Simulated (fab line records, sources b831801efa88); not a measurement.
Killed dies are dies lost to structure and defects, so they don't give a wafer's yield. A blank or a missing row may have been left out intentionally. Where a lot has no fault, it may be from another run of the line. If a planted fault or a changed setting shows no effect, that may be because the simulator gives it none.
fab line records	flow sky130
record: lots: 6	wafers: 18	last-day: 50
route steps=708 shown VT_ADJUST_NCORE@128 VT_ADJUST_HVTR@131 VT_ADJUST_PCH@143 PAD_OPEN@708
lots untouched by any fault: they come from a run of this same line in which no faults occurred
start-h: start of the lot's first displayed wafer, in hours after the record's first day	wait-h: hours since the lot's step before	" the same as in the row above	L1.1+2: one row covering several wafers at once	- no value, or no start was given	* or withheld: withheld	< > ~ a bound
route shown NAME@n: NAME is a module with steps in the file, n the number in the route of the first one	usual: mean/standard deviation taken from wafers without a fault	same: alike in all rows	chamber/n: place in a boat	sites: readings site by site	_std_site: how widely they spread, as a standard deviation	_edge_site: the outer-site mean with the inner-site mean subtracted	radius-mm: for every site, how far away it sits from the centre of the wafer	mask NAME#n: copy n	behind: the tool/chamber that last shaped the wafer	hold: why the lot went on hold/how many hours it stayed there/how the hold came to an end	device: the transistor (n, p or np) that didn't switch	end of line: at the end of the route, the tests of the same wafers	step lacking rows: just its recipe	killed: count of dies lost to structure and defects at first sort (not the wafer's yield)	map: shows each die of a wafer: x if killed, . if not, _ if none is there
set.NAME: the run value of the setting; set.NAME@STEP: its run value at that earlier step	model.NAME: the simulator's own value behind a step, which no gauge read
lots at some steps of the route; a table a step, a row a wafer
services: a tool's chamber out of use, with start hour (start-h, from the record's first day; less than 0 if before it), hours out, and reason
== steps ==
step: SKY_VT_ADJUST_NCORE_IMPLANT_09
recipe: species: B	energy-kev: 10	dose-cm2: 2.4e+12	tilt-deg: withheld
step: SKY_VT_ADJUST_NCORE_STRIP_10
recipe: chemistry: O2/N2	power-w: 1400	pressure-mtorr: 1500	platen-temp-c: withheld	o2-flow-sccm: 3000	n2-flow-sccm: 300	overash-fraction: 0.5
usual: drypump-motor-current-A: 5.30/0.28	oes-product-au: 0.716/0.0045	strip-time-to-endpoint-s: 14.19/0.038
lot.wafer	tool	chamber	start-h	wait-h	drypump-motor-current-A	oes-product-au	rf-hours-counter-h	strip-time-to-endpoint-s
L572.1	plasma-asher-03	0	185.56	0.1	5.66	0.714	49	14.12
L572.4	"	0	"	"	5.64	0.714	-	14.12
L572.5	"	0	"	"	5.66	0.719	-	14.09
L577.3	plasma-asher-01	0	221.19	0.1	5.56	0.718	-	14.13
L577.5	"	1	"	"	4.90	0.710	-	14.17
L577.6	"	0	"	"	5.57	0.718	-	14.13
L585.1	plasma-asher-01	0	275.61	0.1	5.56	0.716	45	14.21
L585.4	"	1	"	"	4.90	0.715	-	14.23
L585.5	"	0	"	"	5.57	0.719	-	14.27
L586.2	plasma-asher-03	1	288.46	0.1	5.16	0.717	59	14.18
L586.4	"	0	"	"	5.65	0.718	-	14.18
L586.6	"	1	"	"	5.14	0.712	-	14.18
L592.1	plasma-asher-03	1	334.21	0.1	5.16	0.711	64	14.12
L592.2	"	0	"	"	5.64	0.719	64	14.16
L592.5	"	0	"	"	5.64	0.711	-	14.19
L593.1	plasma-asher-02	1	340.20	0.1	5.23	0.711	22	14.17
L593.3	"	1	"	"	5.21	0.711	-	14.17
L593.6	"	0	"	"	5.42	0.721	-	14.14
step: SKY_VT_ADJUST_NCORE_TW_MEAS_11
usual: VT_ADJUST_NCORE_TW: 219.5/2.3
lot.wafer	tool	chamber	start-h	wait-h	VT_ADJUST_NCORE_TW
L572.1	film-metro-04	-	185.66	0.1	221.9
L572.4	"	-	"	"	222.4
L572.5	"	-	"	"	222.5
L577.3	film-metro-02	-	221.27	0.1	216.6
L577.5	"	-	"	"	216.6
L577.6	"	-	"	"	216.0
L585.1	film-metro-04	-	275.71	0.1	224.1
L585.4	"	-	"	"	223.0
L585.5	"	-	"	"	222.9
L586.2	film-metro-04	-	288.59	0.1	223.9
L586.4	"	-	"	"	221.8
L586.6	"	-	"	"	223.1
L592.1	film-metro-04	-	334.31	0.1	221.0
L592.2	"	-	"	"	221.0
L592.5	"	-	"	"	219.8
L593.1	film-metro-04	-	340.30	0.1	223.1
L593.3	"	-	"	"	224.4
L593.6	"	-	"	"	222.8
step: SKY_VT_ADJUST_HVTR_DEHYDRATE_00
recipe: temp-c: 200	time-s: 60
step: SKY_VT_ADJUST_HVTR_HMDS_01
recipe: prime-time-s: 60	prime-temp-c: 120
step: SKY_VT_ADJUST_HVTR_COAT_02
recipe: resist: NOVOLAK	spin-rpm: 3000	resist-thk-nm: 1140
step: SKY_VT_ADJUST_HVTR_SOFTBAKE_03
recipe: temp-c: 90	time-s: 60	resist: NOVOLAK
step: SKY_VT_ADJUST_HVTR_EXPOSE_04
recipe: mask-id: HVTRM	target-cd-nm: 380	na: 0.6	source-shape: conventional	sigma-outer: 0.6	dose-mj: 150
step: SKY_VT_ADJUST_HVTR_PEB_05
recipe: temp-c: withheld	time-s: *	resist: NOVOLAK
step: SKY_VT_ADJUST_HVTR_DEVELOP_06
recipe: develop-time-s: 60	dev-temp-c: 23
step: SKY_VT_ADJUST_HVTR_CD_MEAS_07
recipe: target-cd-nm: 380
usual: cd-nm: 379.8/2.4
lot.wafer	tool	chamber	start-h	wait-h	cd-nm
L572.1	cd-sem-02	-	206.43	0.1	379.5
L572.4	"	-	"	"	381.8
L572.5	"	-	"	"	380.9
L577.3	cd-sem-01	-	243.54	0.1	381.0
L577.5	"	-	"	"	380.0
L577.6	"	-	"	"	379.5
L585.1	cd-sem-02	-	300.23	0.1	378.9
L585.4	"	-	"	"	379.8
L585.5	"	-	"	"	379.0
L586.2	cd-sem-01	-	313.17	0.1	380.2
L586.4	"	-	"	"	380.5
L586.6	"	-	"	"	376.6
L592.1	cd-sem-02	-	361.60	0.1	381.9
L592.2	"	-	"	"	378.5
L592.5	"	-	"	"	381.7
L593.1	cd-sem-02	-	367.35	0.1	379.7
L593.3	"	-	"	"	381.0
L593.6	"	-	"	"	379.2
step: SKY_VT_ADJUST_HVTR_OVL_MEAS_08
usual: VT_ADJUST_HVTR_OVL: -0.5/1.2
lot.wafer	tool	chamber	start-h	wait-h	VT_ADJUST_HVTR_OVL[nm]
L572.1	overlay-01	-	206.55	0.1	-0.1
L572.4	"	-	"	"	1.1
L572.5	"	-	"	"	0.5
L577.3	overlay-02	-	243.63	0.1	-0.4
L577.5	"	-	"	"	-1.0
L577.6	"	-	"	"	-0.9
L585.1	overlay-01	-	300.35	0.1	0.0
L585.4	"	-	"	"	-1.4
L585.5	"	-	"	"	-2.3
L586.2	overlay-01	-	313.28	0.1	0.3
L586.4	"	-	"	"	-0.9
L586.6	"	-	"	"	-0.8
L592.1	overlay-02	-	361.72	0.1	0.7
L592.2	"	-	"	"	-0.4
L592.5	"	-	"	"	-1.1
L593.1	overlay-01	-	367.47	0.1	-2.1
L593.3	"	-	"	"	-2.2
L593.6	"	-	"	"	-3.1
step: SKY_VT_ADJUST_HVTR_IMPLANT_09
recipe: species: B	energy-kev: 10	dose-cm2: 2.068e+12	tilt-deg: withheld
usual: beam-on-s: 10.00/0.2	end-station-pressure-torr: 5.02e-06/2.6e-07	faraday-current-uA: 11.66/0.23
lot.wafer	tool	chamber	start-h	wait-h	beam-on-s	end-station-pressure-torr	faraday-current-uA
L572.1	implanter-01	0	206.58	0.0	10.16	4.99e-06	11.46
L572.4	"	0	"	"	10.07	4.87e-06	11.65
L572.5	"	0	"	"	10.09	4.76e-06	11.57
L577.3	implanter-02	0	243.71	0.1	10.05	4.73e-06	11.53
L577.5	"	0	"	"	9.65	4.67e-06	12.08
L577.6	"	0	"	"	10.14	4.91e-06	11.48
L585.1	implanter-02	0	300.38	0.0	12.26	0.00010762	9.60
L585.4	"	0	"	"	12.10	0.00010796	9.73
L585.5	"	0	"	"	12.10	0.00010263	9.71
L586.2	implanter-02	0	313.33	0.0	12.38	0.00010671	9.53
L586.4	"	0	"	"	12.44	0.000109	9.40
L586.6	"	0	"	"	12.47	0.00010401	9.40
L592.1	implanter-01	0	361.75	0.0	9.87	5.15e-06	11.79
L592.2	"	0	"	"	9.96	5.09e-06	11.70
L592.5	"	0	"	"	10.02	5.16e-06	11.59
L593.1	implanter-01	0	367.50	0.0	10.03	4.98e-06	11.61
L593.3	"	0	"	"	10.11	4.99e-06	11.46
L593.6	"	0	"	"	9.90	4.89e-06	11.80
step: SKY_VT_ADJUST_HVTR_STRIP_10
recipe: chemistry: O2/N2	power-w: 1400	pressure-mtorr: 1500	platen-temp-c: withheld	o2-flow-sccm: 3000	n2-flow-sccm: 300	overash-fraction: 0.5
usual: drypump-motor-current-A: 5.5/0.32	oes-product-au: 0.715/0.0046	strip-time-to-endpoint-s: 14.19/0.043
lot.wafer	tool	chamber	start-h	wait-h	drypump-motor-current-A	oes-product-au	rf-hours-counter-h	strip-time-to-endpoint-s
L572.1	plasma-asher-04	0	206.73	0.1	5.8	0.712	53	14.24
L572.4	"	1	"	"	6.1	0.711	-	14.22
L572.5	"	1	"	"	6.1	0.720	-	14.28
L577.3	plasma-asher-03	0	243.84	0.1	5.7	0.714	-	14.25
L577.5	"	1	"	"	5.2	0.705	-	14.24
L577.6	"	0	"	"	5.7	0.710	-	14.23
L585.1	plasma-asher-04	1	300.53	0.1	6.1	0.719	62	14.28
L585.4	"	1	"	"	6.1	0.714	-	14.23
L585.5	"	1	"	"	6.1	0.715	-	14.23
L586.2	plasma-asher-03	1	313.46	0.1	5.2	0.712	62	14.21
L586.4	"	1	"	"	5.2	0.711	-	14.14
L586.6	"	0	"	"	5.7	0.718	-	14.18
L592.1	plasma-asher-02	0	361.90	0.1	5.4	0.714	25	14.17
L592.2	"	1	"	"	5.2	0.713	25	14.12
L592.5	"	0	"	"	5.4	0.713	-	14.11
L593.1	plasma-asher-02	0	367.65	0.1	5.4	0.711	26	14.16
L593.3	"	0	"	"	5.4	0.719	-	14.18
L593.6	"	1	"	"	5.2	0.716	-	14.19
step: SKY_VT_ADJUST_HVTR_TW_MEAS_11
usual: VT_ADJUST_HVTR_TW: 210.1/2.8
lot.wafer	tool	chamber	start-h	wait-h	VT_ADJUST_HVTR_TW
L572.1	film-metro-01	-	206.83	0.1	204.8
L572.4	"	-	"	"	204.6
L572.5	"	-	"	"	205.3
L577.3	film-metro-01	-	243.93	0.1	208.4
L577.5	"	-	"	"	206.8
L577.6	"	-	"	"	206.6
L585.1	film-metro-01	-	300.63	0.1	220.6
L585.4	"	-	"	"	219.6
L585.5	"	-	"	"	221.7
L586.2	film-metro-04	-	313.57	0.1	226.4
L586.4	"	-	"	"	225.1
L586.6	"	-	"	"	226.4
L592.1	film-metro-01	-	362.00	0.1	209.6
L592.2	"	-	"	"	209.6
L592.5	"	-	"	"	209.1
L593.1	film-metro-04	-	367.75	0.1	213.7
L593.3	"	-	"	"	213.2
L593.6	"	-	"	"	214.6
step: SKY_VT_ADJUST_PCH_DEHYDRATE_00
recipe: temp-c: 200	time-s: 60
step: SKY_PAD_OPEN_PROBE_99
usual: killed_at_M0_to_M3: 44/7.1	killed_at_M4_up: 3.1/1.8	killed-at-contacts: 24/5.3	killed-at-front-end: 15/4.5	killed-at-other: 0.2/0.42	killed-dies: 86/9.6	killed-open: 46/6.9	killed-short: 40/6.4
same: gross-dies: 492	killed-at-back-side: 0
lot.wafer	tool	chamber	start-h	wait-h	killed_at_M0_to_M3	killed_at_M4_up	killed-at-contacts	killed-at-front-end	killed-at-other	killed-dies	killed-open	killed-short	model.etest.pfet_01v8_mvt.drive-ua-um	model.etest.pfet_01v8_mvt.off-log10-a-um	model.etest.pfet_01v8_mvt.vt-sat-v	model.etest.pfet_01v8_mvt.vt-v	model.etest.pfet_01v8_mvt.vt-long-v
L572.1	prober-02	-	1072.42	0.1	48	3	31	9	1	92	45	47	151.6	-10.87	-0.5836	-0.6704	-0.8769
L572.4	prober-02	-	1072.57	0.2	52	5	19	15	0	91	44	47	152.8	-10.96	-0.5846	-0.6737	-0.8788
L572.5	prober-02	-	1072.62	0.2	44	3	24	16	0	87	37	50	153.2	-10.88	-0.5753	-0.6595	-0.8704
L577.3	prober-01	-	1130.61	0.2	50	3	27	14	1	95	49	46	159	-9.938	-0.51	-0.6053	-0.8249
L577.5	prober-01	-	1130.71	0.2	52	4	25	10	0	91	51	40	154.9	-10.06	-0.5224	-0.6157	-0.8296
L577.6	prober-01	-	1130.76	0.2	41	1	27	10	0	79	39	40	155.7	-10.11	-0.5169	-0.6103	-0.8274
L585.1	prober-02	-	1146.93	0.1	32	4	33	13	0	82	41	41	157.7	-9.92	-0.4948	-0.5937	-0.8149
L585.4	prober-02	-	1147.08	0.2	42	3	19	14	0	78	42	36	153.2	-9.91	-0.508	-0.6028	-0.8195
L585.5	prober-02	-	1147.13	0.2	36	3	22	12	0	73	40	33	157.9	-9.76	-0.4921	-0.5922	-0.8137
L586.2	prober-02	-	1157.72	0.1	61	3	28	19	0	111	59	52	159.3	-9.819	-0.4936	-0.5896	-0.8061
L586.4	prober-02	-	1157.82	0.2	43	1	20	12	0	76	35	41	159.7	-9.745	-0.4817	-0.5817	-0.8047
L586.6	prober-02	-	1157.92	0.2	47	3	26	13	0	89	47	42	157.1	-9.878	-0.4967	-0.5907	-0.808
L592.1	prober-01	-	1196.83	0.1	59	2	27	13	0	101	52	49	156.2	-10.31	-0.5468	-0.635	-0.8411
L592.2	prober-01	-	1196.88	0.1	36	4	21	16	1	78	38	40	154.2	-10.31	-0.5554	-0.6423	-0.8423
L592.5	prober-01	-	1197.03	0.2	61	3	32	8	2	106	54	52	155.9	-10.25	-0.5409	-0.6325	-0.8379
L593.1	prober-02	-	1196.92	0.1	45	4	25	21	0	95	45	50	150.8	-10.53	-0.5535	-0.6332	-0.8353
L593.3	prober-02	-	1197.02	0.2	49	3	29	8	1	90	47	43	158.2	-10.16	-0.5379	-0.6288	-0.8444
L593.6	prober-02	-	1197.17	0.2	53	3	18	25	0	99	53	46	155.6	-10.19	-0.5397	-0.6313	-0.8386
killed by level:class
L572.1 CONTACT:geometric-particle:open=12 VIA1:geometric-particle:open=11 CONTACT:geometric-particle:short=9 VIA3:geometric-particle:open=8 VIA1:geometric-particle:short=5 METAL2:geometric-particle:short=5 VIA2:geometric-particle:open=5 LI_CONTACT:geometric-particle:open=4
L572.4 VIA1:geometric-particle:open=11 METAL1:geometric-particle:short=8 VIA3:geometric-particle:open=8 VIA2:geometric-particle:short=6 LI_CONTACT:geometric-particle:short=5 CONTACT:geometric-particle:short=5 FIELD_ISO:geometric-particle:open=4 LI_CONTACT:geometric-particle:open=4
L572.5 VIA1:geometric-particle:open=9 METAL1:geometric-particle:short=9 POLY_GATE:geometric-particle:short=6 LI_CONTACT:geometric-particle:open=6 CONTACT:geometric-particle:open=6 VIA2:geometric-particle:open=6 LI_CONTACT:geometric-particle:short=5 METAL2:geometric-particle:short=5
L577.3 VIA1:geometric-particle:open=11 LOCAL_INTERCONNECT:geometric-particle:short=7 VIA2:geometric-particle:short=6 LI_CONTACT:geometric-particle:open=6 CONTACT:geometric-particle:short=6 VIA3:geometric-particle:open=6 METAL2:geometric-particle:short=6 CONTACT:geometric-particle:open=5
L577.5 VIA2:geometric-particle:open=10 CONTACT:geometric-particle:open=9 VIA1:geometric-particle:open=8 LI_CONTACT:geometric-particle:open=7 METAL1:geometric-particle:short=7 VIA1:geometric-particle:short=7 FIELD_ISO:geometric-particle:open=5 VIA3:geometric-particle:open=5
L577.6 CONTACT:geometric-particle:open=11 VIA1:geometric-particle:open=8 LI_CONTACT:geometric-particle:open=5 CONTACT:geometric-particle:short=5 VIA1:geometric-particle:short=5 METAL2:geometric-particle:short=5 VIA3:geometric-particle:open=5 FIELD_ISO:geometric-particle:short=4
L585.1 CONTACT:geometric-particle:open=12 CONTACT:geometric-particle:short=9 VIA1:geometric-particle:open=7 METAL2:geometric-particle:short=6 LI_CONTACT:geometric-particle:open=6 POLY_GATE:geometric-particle:open=4 LOCAL_INTERCONNECT:geometric-particle:short=4 METAL1:geometric-particle:short=4
L585.4 VIA2:geometric-particle:open=10 VIA1:geometric-particle:open=9 FIELD_ISO:geometric-particle:short=7 CONTACT:geometric-particle:open=7 VIA1:geometric-particle:short=6 VIA3:geometric-particle:short=4 CONTACT:geometric-particle:short=4 METAL2:geometric-particle:short=4
L585.5 METAL2:geometric-particle:short=8 CONTACT:geometric-particle:open=8 VIA1:geometric-particle:open=7 FIELD_ISO:geometric-particle:open=5 LI_CONTACT:geometric-particle:open=5 CONTACT:geometric-particle:short=5 VIA3:geometric-particle:open=5 VIA2:geometric-particle:open=4
L586.2 VIA1:geometric-particle:open=19 LI_CONTACT:geometric-particle:open=13 METAL2:geometric-particle:short=11 VIA1:geometric-particle:short=7 FIELD_ISO:geometric-particle:open=6 LI_CONTACT:geometric-particle:short=6 CONTACT:geometric-particle:open=6 VIA2:geometric-particle:open=5
L586.4 CONTACT:geometric-particle:open=9 METAL1:geometric-particle:short=8 VIA1:geometric-particle:short=8 VIA1:geometric-particle:open=6 VIA3:geometric-particle:open=6 VIA2:geometric-particle:open=5 FIELD_ISO:geometric-particle:short=4 LI_CONTACT:geometric-particle:open=4
L586.6 VIA1:geometric-particle:open=12 LI_CONTACT:geometric-particle:open=10 CONTACT:geometric-particle:open=9 METAL1:geometric-particle:short=9 VIA1:geometric-particle:short=6 VIA2:geometric-particle:open=5 VIA2:geometric-particle:short=4 VIA3:geometric-particle:open=4
L592.1 VIA1:geometric-particle:open=13 CONTACT:geometric-particle:open=9 VIA1:geometric-particle:short=9 CONTACT:geometric-particle:short=8 LI_CONTACT:geometric-particle:open=7 METAL1:geometric-particle:short=7 VIA2:geometric-particle:open=6 VIA3:geometric-particle:open=6
L592.2 VIA1:geometric-particle:open=7 METAL3:geometric-particle:short=7 VIA3:geometric-particle:open=7 LI_CONTACT:geometric-particle:open=6 CONTACT:geometric-particle:open=6 FIELD_ISO:geometric-particle:short=5 POLY_GATE:geometric-particle:short=4 CONTACT:geometric-particle:short=4
L593.1 VIA1:geometric-particle:open=10 VIA2:geometric-particle:open=9 CONTACT:geometric-particle:short=7 FIELD_ISO:geometric-particle:short=6 LI_CONTACT:geometric-particle:open=6 CONTACT:geometric-particle:open=6 METAL1:geometric-particle:short=6 POLY_GATE:geometric-particle:open=5
L593.3 LI_CONTACT:geometric-particle:open=10 METAL1:geometric-particle:short=8 CONTACT:geometric-particle:open=7 VIA2:geometric-particle:open=7 LOCAL_INTERCONNECT:geometric-particle:short=6 METAL2:geometric-particle:short=6 VIA3:geometric-particle:open=6 VIA1:geometric-particle:short=5
L592.5 VIA1:geometric-particle:open=16 VIA1:geometric-particle:short=11 CONTACT:geometric-particle:open=11 VIA3:geometric-particle:open=9 LOCAL_INTERCONNECT:geometric-particle:short=8 LI_CONTACT:geometric-particle:open=6 METAL2:geometric-particle:short=5 VIA2:geometric-particle:short=4
L593.6 VIA1:geometric-particle:open=14 VIA2:geometric-particle:open=10 VIA3:geometric-particle:open=8 FIELD_ISO:geometric-particle:short=6 LOCAL_INTERCONNECT:geometric-particle:short=6 CONTACT:geometric-particle:short=5 POLY_GATE:geometric-particle:short=4 SPACER:geometric-particle:short=4
== services ==
tool	chamber	start-h	hours	kind
plasma-asher-03	-	188.43	1.6	repair
plasma-asher-01	-	188.45	0.8	repair
plasma-asher-04	-	219.17	2.1	repair
plasma-asher-01	-	249.83	2.8	pm
plasma-asher-02	-	275.51	2.6	repair
implanter-01	-	324.82	3.4	pm
plasma-asher-04	-	325.26	74.4	repair
plasma-asher-02	-	325.84	1.5	repair
plasma-asher-03	-	336.85	2.8	pm
plasma-asher-03	-	361.41	4.1	repair
implanter-02	-	362.29	2.5	repair
== key ==
first-sign: step: SKY_VT_ADJUST_HVTR_IMPLANT_09	reading: end-station-pressure-torr	direction: up	sigmas: 99+	usual: 5.02e-06	struck: 0.00010632
effect: step: SKY_VT_ADJUST_HVTR_IMPLANT_09	reading: beam-on-s	direction: up	sigmas: 12	usual: 10.00	struck: 12.29
effect: step: SKY_VT_ADJUST_HVTR_TW_MEAS_11	reading: VT_ADJUST_HVTR_TW	direction: up	sigmas: 4.7	usual: 210.1	struck: 223.3
model-effect: step: SKY_PAD_OPEN_PROBE_99	value: etest.pfet_01v8_mvt.drive-ua-um	without: 147.5	struck: 157.5
met-at SKY_VT_ADJUST_HVTR_IMPLANT_09
struck-wafers L585.1,L585.4,L585.5,L586.2,L586.4,L586.6
tester-left-out L585,L586
onset-between 243.71 300.38
fault: kind: process-parameter-drift	tool: implanter-02	chamber: -	onset-h: 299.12	steps: SKY_VT_ADJUST_HVTR_IMPLANT_09	channel: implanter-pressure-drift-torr	offset: 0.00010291	shape: step	end-h: 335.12
fault: kind: process-parameter-drift	tool: implanter-02	chamber: -	onset-h: 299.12	steps: SKY_VT_ADJUST_HVTR_IMPLANT_09	channel: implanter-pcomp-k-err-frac	offset: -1	shape: step	end-h: 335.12
tester-left-out: of these lots the tester's yield and bins aren't shown, on N5 and GAA mostly nor the transistor test; their killed dies are dies lost to structure and defects alone, not to doping, threshold or leakage, so they don't give the yield
